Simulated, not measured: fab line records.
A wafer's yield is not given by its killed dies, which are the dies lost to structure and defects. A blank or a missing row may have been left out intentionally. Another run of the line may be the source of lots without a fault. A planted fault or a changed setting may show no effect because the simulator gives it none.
What tool caused it? ; flow gf180mcu ; at 1 step of a route of 602, 7 lots with 21 wafers sampled

## WHAT THE GAUGES SHOWED, per wafer
GF_POLY_GATE_THK_MEAS_01.
lot;measured;on;POLY_GATE_CVD_00_THK (nm)
L868;day 9 01:07;film-metro-03;201.2 201.3 201.5
L870;day 9 17:52;film-metro-02;201.6 201.7 201.8
L873;day 10 10:46;film-metro-03;200.3 200.1 202.5
L875;day 11 00:57;film-metro-02;203.9 203.7 202.5
L877;day 11 15:14;film-metro-01;199.2 200.4 200.0
L880;day 12 11:11;film-metro-02;202.4 200.9 201.8
L885;day 13 23:23;film-metro-02;203.0 202.3 204.6

## WHAT TOOL EACH LOT RAN ON (gives the tool, then ch and the chambers of the sampled wafers, and finally the start)
No process step before these readings appears in the record.

## THE ANSWER, worked out from the rows above alone
Rule: the usual values come from the lots themselves. Put in order of their means at a reading, lots are off if they are a third of the lots or fewer, leave a main group of 4 or more, and stand apart from it by a gap of 3 or more times the standard deviation of the main group's means; of several such gaps the widest counts. Not used: any main group whose means are identical at the precision the tables above print for the reading. Also off: a lot with no number at a reading for which 4 or more lots have one. The other lots that the step has rows for count as sound.
No lot is off on any of the readings shown, so nothing can be concluded from this.

## WHAT THE SIMULATOR PUT IN
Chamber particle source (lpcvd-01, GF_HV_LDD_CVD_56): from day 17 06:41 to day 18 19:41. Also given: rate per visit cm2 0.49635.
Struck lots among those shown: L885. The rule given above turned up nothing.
